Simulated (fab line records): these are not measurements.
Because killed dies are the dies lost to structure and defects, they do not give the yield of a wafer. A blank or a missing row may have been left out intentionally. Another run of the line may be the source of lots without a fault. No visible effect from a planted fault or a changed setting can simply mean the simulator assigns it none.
Chamber matching	flow gf180mcu	GF_V4_CVD_02 on pecvd-04: 3 sister chambers
The step deposits SiO2 from TEOS, target thk 850 nm, time 94.851 s. 6 wafers are shown with their chamber, then 7 later ones without.

== EACH WAFER AND ITS CHAMBER ==
wafer	chamber	heater power w (W)
L432.3	0	587
L439.1	2	738
L447.5	1	523
L447.6	2	717
L449.1	0	609
L449.2	1	635

== WAFERS WITHOUT THEIR CHAMBER ==
wafer	heater power w (W)
L449.4	630
L451.2	641
L451.5	506
L451.6	880
L453.1	845
L453.2	621
L453.3	626

== THE CHAMBER EACH PASSED THROUGH ==
wafer	from the rows above	in truth
L449.4	can't be placed: 0 or 1 or 2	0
L451.2	can't be placed: 0 or 1 or 2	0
L451.5	can't be placed: 1 or 0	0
L451.6	2	2
L453.1	2	2
L453.2	can't be placed: 0 or 1 or 2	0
L453.3	can't be placed: 0 or 1 or 2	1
Correct placement for 2 of the 7. Can't be placed from these rows: 5 (the true chamber is among the candidates in 5). Wrongly placed: 0.
How it was worked out, from the rows above alone: a wafer's distance from a chamber is the root of the sum, over the readings, of the square of ((its reading less the chamber's mean) divided by the reading's scatter). The wafer belongs to the nearest chamber; if the next one is less than 2 further off, it can't be placed. The mean given for a chamber averages the wafers shown for that chamber. The scatter: take each reading less its chamber's mean, square it, sum over the shown wafers, divide by the number of wafers less the number of chambers, and take the root.
